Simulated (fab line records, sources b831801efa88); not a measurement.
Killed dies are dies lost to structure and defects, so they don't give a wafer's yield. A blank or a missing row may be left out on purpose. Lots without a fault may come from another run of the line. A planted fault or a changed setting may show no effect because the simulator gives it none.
Which tool did it? | flow sky130 | 10 lots, 30 wafers sampled, at 3 steps of a route of 708

WHAT THE GAUGES READ, wafer by wafer
SKY_METAL1_THK_MEAS_06: measures by xrf.
lot  | measured     | on            | METAL1_ALCU_THK (nm)
L485 | day 31 06:13 | film_metro-04 | 255.7 256.7 257.3
L486 | day 32 02:13 | film_metro-02 | 253.8 254.4 249.4
L487 | day 32 03:34 | film_metro-03 | 253.6 252.2 253.8
L488 | day 33 02:39 | film_metro-02 | 254.0 254.5 253.9
L493 | day 34 14:40 | film_metro-03 | 257.0 256.2 257.4
L495 | day 35 13:50 | film_metro-04 | 253.7 252.0 255.2
L498 | day 35 22:59 | film_metro-02 | 253.8 254.3 254.0
L500 | day 36 15:14 | film_metro-04 | 256.5 226.2 254.3
L504 | day 37 22:49 | film_metro-03 | 255.0 256.4 255.3
L508 | day 38 20:19 | film_metro-04 | 256.2 252.7 256.0

WHICH TOOL RAN EACH LOT (tool, then ch and the chambers of the sampled wafers, then the start)
lot  | SKY_LI_CONTACT_SPUTTER_20    | SKY_METAL1_SPUTTER_04
L485 | pvd_sputter-01, day 28 16:23 | pvd_sputter-04, day 31 06:02
L486 | pvd_sputter-04, day 29 15:30 | pvd_sputter-04, day 32 02:02
L487 | pvd_sputter-02, day 29 16:11 | pvd_sputter-04, day 32 03:24
L488 | pvd_sputter-04, day 30 15:40 | pvd_sputter-04, day 33 02:28
L493 | pvd_sputter-02, day 32 05:05 | pvd_sputter-04, day 34 14:28
L495 | pvd_sputter-01, day 33 03:38 | pvd_sputter-04, day 35 13:38
L498 | pvd_sputter-02, day 33 12:17 | pvd_sputter-04, day 35 22:49
L500 | pvd_sputter-04, day 34 05:34 | pvd_sputter-04, day 36 15:03
L504 | pvd_sputter-01, day 35 14:02 | pvd_sputter-03, day 37 22:38
L508 | pvd_sputter-04, day 36 12:47 | pvd_sputter-02, day 38 20:08
- SKY_LI_CONTACT_SPUTTER_20: material TiN, target thk 20 nm, time 80 s.
- SKY_METAL1_SPUTTER_04: material TiN, target thk 70 nm, time 58.3 s.

THE ANSWER, worked out from the rows above alone
Rule: what is usual is taken from the lots themselves. Put in order of their means at a reading, lots are off if they are a third of the lots or fewer, leave a main group of 4 or more, and stand apart from it by a gap of 3 or more times the standard deviation of the main group's means; of several such gaps the widest counts. A main group whose means are all the same, to the digits that the tables above print for the reading, isn't used. A lot without any number at a reading at which 4 lots or more have one is off too. The other lots that the step has rows for count as sound.
Off: L500, at SKY_METAL1_THK_MEAS_06 (METAL1_ALCU_THK). The main group: mean 254.6 nm, standard deviation 1.4.
A tool fits if, at a process step before that reading, it ran every lot that is off, and no sound lot after the first of them. The gauges at SKY_METAL1_THK_MEAS_06 are tried like those tools. One fits: pvd_sputter-04 at SKY_METAL1_SPUTTER_04. Its last sound lot is L498 (day 35 22:49), its first lot that is off L500 (day 36 15:03): a fault that began between those two fits.

WHAT THE SIMULATOR HAD PUT IN
Process parameter drift: pvd_sputter-04, from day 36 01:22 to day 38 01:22, at SKY_METAL1_SPUTTER_04. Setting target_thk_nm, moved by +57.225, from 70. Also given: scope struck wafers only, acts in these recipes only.
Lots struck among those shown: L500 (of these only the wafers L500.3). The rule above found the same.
